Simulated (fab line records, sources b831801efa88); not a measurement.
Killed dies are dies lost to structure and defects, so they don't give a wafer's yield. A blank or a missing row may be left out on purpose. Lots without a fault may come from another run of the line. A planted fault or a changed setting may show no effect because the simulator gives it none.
Which tool did it? | flow sky130 | 6 lots, 18 wafers sampled, at 4 steps of a route of 708

WHAT THE GAUGES READ, wafer by wafer
SKY_VIA2_THK_MEAS_01.
lot  | measured     | on            | VIA2_HDPCVD_THK (nm)
L489 | day 35 22:21 | film_metro-03 | 1190 1180 1204
L494 | day 37 22:22 | film_metro-02 | 1202 1196 1199
L497 | day 38 19:18 | film_metro-02 | 1186 1182 1181
L507 | day 41 03:14 | film_metro-03 | 1170 1158 1190
L509 | day 41 18:08 | film_metro-01 | 1182 1179 1179

WHICH TOOL RAN EACH LOT (tool, then ch and the chambers of the sampled wafers, then the start)
lot  | SKY_CONTACT_ETCH_17                | SKY_METAL1_SPUTTER_04        | SKY_VIA1_CMP_24
L489 | rie_diel-02 ch 0,3, day 32 08:24   | pvd_sputter-01, day 32 09:50 | cmp-02 ch 0,1, day 34 18:17
L494 | rie_diel-01 ch 0,1, day 34 09:58   | pvd_sputter-04, day 34 11:28 | cmp-02 ch 1,3, day 36 18:43
L497 | rie_diel-02 ch 2,3, day 35 07:33   | pvd_sputter-04, day 35 09:01 | cmp-01 ch 0,2, day 37 16:16
L501 | rie_diel-01 ch 0,1,3, day 36 01:36 | pvd_sputter-02, day 36 03:02 | cmp-01 ch 0,2,3, day 38 09:25
L507 | rie_diel-02 ch 0,1, day 37 18:02   | pvd_sputter-02, day 37 19:31 | cmp-02 ch 0,2, day 40 00:13
L509 | rie_diel-04 ch 0,3, day 38 09:52   | pvd_sputter-02, day 38 11:17 | cmp-01 ch 0,1, day 40 15:59
- SKY_CONTACT_ETCH_17: etches SiO2 in C4F8/O2/Ar, stops on Si3N4, target depth 340 nm.
- SKY_METAL1_SPUTTER_04: material TiN, target thk 70 nm, time 58.3 s.
- SKY_VIA1_CMP_24: polishes, stops on SiO2, t overpolish 15 s, target thk 0 nm.

THE ANSWER, worked out from the rows above alone
Rule: what is usual is taken from the lots themselves. Put in order of their means at a reading, lots are off if they are a third of the lots or fewer, leave a main group of 4 or more, and stand apart from it by a gap of 3 or more times the standard deviation of the main group's means; of several such gaps the widest counts. A main group whose means are all the same, to the digits that the tables above print for the reading, isn't used. A lot without any number at a reading at which 4 lots or more have one is off too. The other lots that the step has rows for count as sound.
No lot is off at any reading shown: from this, nothing can be told.

WHAT THE SIMULATOR HAD PUT IN
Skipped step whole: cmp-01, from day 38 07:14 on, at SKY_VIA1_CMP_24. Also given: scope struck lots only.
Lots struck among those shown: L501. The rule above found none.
